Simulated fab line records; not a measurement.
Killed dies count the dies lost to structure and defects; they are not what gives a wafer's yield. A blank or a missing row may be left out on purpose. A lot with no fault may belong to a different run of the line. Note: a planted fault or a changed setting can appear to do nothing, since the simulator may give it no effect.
Matching of chambers + flow gf180mcu + GF_V1_CMP_26 on cmp-01 has 4 sister chambers
The step polishes, stops on SiO2, t overpolish 15.68 s, target thk 0 nm. 8 wafers are shown with their chamber, then 9 later ones without.

## WAFERS PAIRED WITH THEIR CHAMBERS
| wafer  | chamber | motor current A (A) | time to endpoint s (s) |
|--------|---------|---------------------|------------------------|
| L549.3 | 1       | 10.6                | 84                     |
| L551.6 | 3       | 11.3                | 87                     |
| L562.2 | 2       | 9.9                 | 88                     |
| L562.3 | 0       | 13.0                | 87                     |
| L562.4 | 3       | 11.1                | 85                     |
| L565.2 | 0       | 12.9                | 84                     |
| L565.5 | 2       | 10.1                | 89                     |
| L565.6 | 1       | 10.8                | 87                     |

## WAFERS MISSING THEIR CHAMBER
| wafer  | motor current A (A) | time to endpoint s (s) |
|--------|---------------------|------------------------|
| L567.1 | 10.0                | 82                     |
| L567.3 | 11.5                | 81                     |
| L567.4 | 12.9                | 80                     |
| L568.1 | 10.5                | 88                     |
| L568.3 | 11.2                | 81                     |
| L568.6 | 10.5                | 86                     |
| L569.1 | 10.4                | 89                     |
| L569.2 | 10.9                | 86                     |
| L569.6 | 10.9                | 86                     |

## WHICH CHAMBER EACH ONE RAN IN
| wafer  | from the rows above     | in truth                   |
|--------|-------------------------|----------------------------|
| L567.1 | 2                       | 2                          |
| L567.3 | 3                       | 3                          |
| L567.4 | 0                       | 0                          |
| L568.1 | can't be placed: 1 or 2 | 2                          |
| L568.3 | can't be placed: 3 or 1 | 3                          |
| L568.6 | 1                       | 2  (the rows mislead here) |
| L569.1 | can't be placed: 1 or 2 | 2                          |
| L569.2 | can't be placed: 1 or 3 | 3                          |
| L569.6 | can't be placed: 1 or 3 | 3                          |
Placed correctly: 3 of 9. Unplaceable from these rows: 5, with the true chamber sitting among the candidates in 5. Wrongly placed: 1.
How it was worked out, from the rows above alone: a wafer's distance from a chamber is the root of the sum, over the readings, of the square of ((its reading less the chamber's mean) divided by the reading's scatter). If the next closest chamber is less than 2 further off than the closest, the wafer can't be placed; otherwise it belongs to the closest. The mean given for a chamber averages the wafers shown for that chamber. How the scatter is found: for the shown wafers, subtract from each reading the mean of its chamber, square and add these, divide the total by (wafers less chambers), then take the root.
